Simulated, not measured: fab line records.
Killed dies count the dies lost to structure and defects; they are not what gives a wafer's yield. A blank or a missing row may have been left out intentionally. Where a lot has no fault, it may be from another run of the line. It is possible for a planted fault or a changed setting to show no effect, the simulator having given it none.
The tool behind it: which one? + flow sky130 + 13 lots, 39 wafers sampled, at 1 step of a route of 708

WHAT THE GAUGES READ, wafer by wafer
SKY_SD_P_OVL_MEAS_08. Usual: SD_P_OVL -0.8 nm, standard deviation 1.4.
| lot  | measured     | on         | SD_P_OVL (nm)  | flag |
|------|--------------|------------|----------------|------|
| L701 | day 26 08:09 | overlay-01 | -0.5 -2.9 -0.7 |      |
| L703 | day 26 15:57 | overlay-01 | 0.2 -0.2 1.0   |      |
| L704 | day 27 07:21 | overlay-01 | -1.8 -1.8 -1.0 |      |
| L705 | day 27 19:23 | overlay-01 | -0.4 0.4 -0.3  |      |
| L713 | day 30 12:23 | overlay-01 | -0.4 -1.9 0.3  |      |
| L714 | day 30 15:39 | overlay-01 | -0.4 -0.8 0.6  |      |
| L715 | day 31 03:59 | overlay-01 | 0.9 1.3 1.8    |      |
| L717 | day 31 13:25 | overlay-02 | -0.3 -1.8 -0.4 |      |
| L716 | day 31 16:37 | overlay-02 | -0.8 -0.2 0.0  |      |
| L718 | day 32 10:19 | overlay-01 | 0.3 0.1 0.6    |      |
| L719 | day 32 20:05 | overlay-01 | -2.7 -1.0 -2.2 |      |
| L721 | day 33 02:57 | overlay-02 | -1.4 0.7 -0.8  |      |
| L722 | day 33 07:04 | overlay-02 | -2.9 -1.9 -1.7 |      |

TOOL THAT RAN EACH LOT (tool first, then ch and the chambers of the sampled wafers, then the start)
Before these readings, the record contains no process step.

WHAT THE TOOLS THEMSELVES READ (means of the sampled wafers that have a number; where no wafer has one, the mark that the record gives instead)
The record holds no such reading with a usual standard deviation.

THE ANSWER, worked out from the rows above alone
Rule: a lot counts as off when the mean over its wafers that have a number is more than 3 standard deviations away from the usual mean. A lot without any number at a reading at which 4 lots or more have one is off too. Any other lot the step has rows for is counted as sound. Order of review: gauges by route order, followed by the tools' own readings, for which a lot's mean as printed above is used. The first step at which some lot is off is used, and at that step the reading that is off furthest; a lot without a number counts as furthest.
Across all readings shown, no lot is off: no conclusion can be drawn from this.

WHAT THE SIMULATOR HAD PUT IN
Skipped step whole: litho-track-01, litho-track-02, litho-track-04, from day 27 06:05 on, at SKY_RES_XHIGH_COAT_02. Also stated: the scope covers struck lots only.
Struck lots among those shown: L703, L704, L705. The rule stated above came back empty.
